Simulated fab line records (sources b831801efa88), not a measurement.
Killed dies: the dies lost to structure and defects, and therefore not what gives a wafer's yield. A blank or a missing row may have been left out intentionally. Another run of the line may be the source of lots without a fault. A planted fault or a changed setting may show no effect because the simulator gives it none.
Chamber matching    flow gf180mcu    GF_PASSIVATION_CVD_00 on pecvd-02 has 3 sister chambers
The step deposits SiO2 from TEOS, target thk 1000 nm, time 108.3 s. 3 wafers are shown with their chamber, then 8 later ones without.

== EACH WAFER AND ITS CHAMBER ==
wafer   chamber  heater power w (W)
L609.1  0        557
L609.3  2        745
L611.1  1        655

== WAFERS MISSING THEIR CHAMBER ==
wafer   heater power w (W)
L611.2  554
L611.4  606
L613.3  761
L613.4  614
L613.5  602
L614.1  743
L614.5  596
L614.6  607

== WHICH CHAMBER EACH WENT THROUGH ==
wafer   from the rows above      in truth
L611.2  0                        0
L611.4  can't be placed: 0 or 1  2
L613.3  2                        2
L613.4  can't be placed: 1 or 0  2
L613.5  can't be placed: 0 or 1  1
L614.1  2                        2
L614.5  can't be placed: 0 or 1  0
L614.6  can't be placed: 1 or 0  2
3 of 8 placed correctly. Cannot be placed on the basis of these rows: 5; the candidates contain the true chamber in 2. Number placed wrongly: 0.
How it was worked out, from the rows above alone: a wafer's distance from a chamber is the root of the sum, over the readings, of the square of ((its reading less the chamber's mean) divided by the reading's scatter). The wafer belongs to the nearest chamber; if the next one is less than 2 further off, it can't be placed. Each chamber's mean is taken over the wafers shown for it. The scatter (one wafer shown for each chamber): square how far every hidden wafer sits from the nearest shown wafer, average those squares and take the square root.
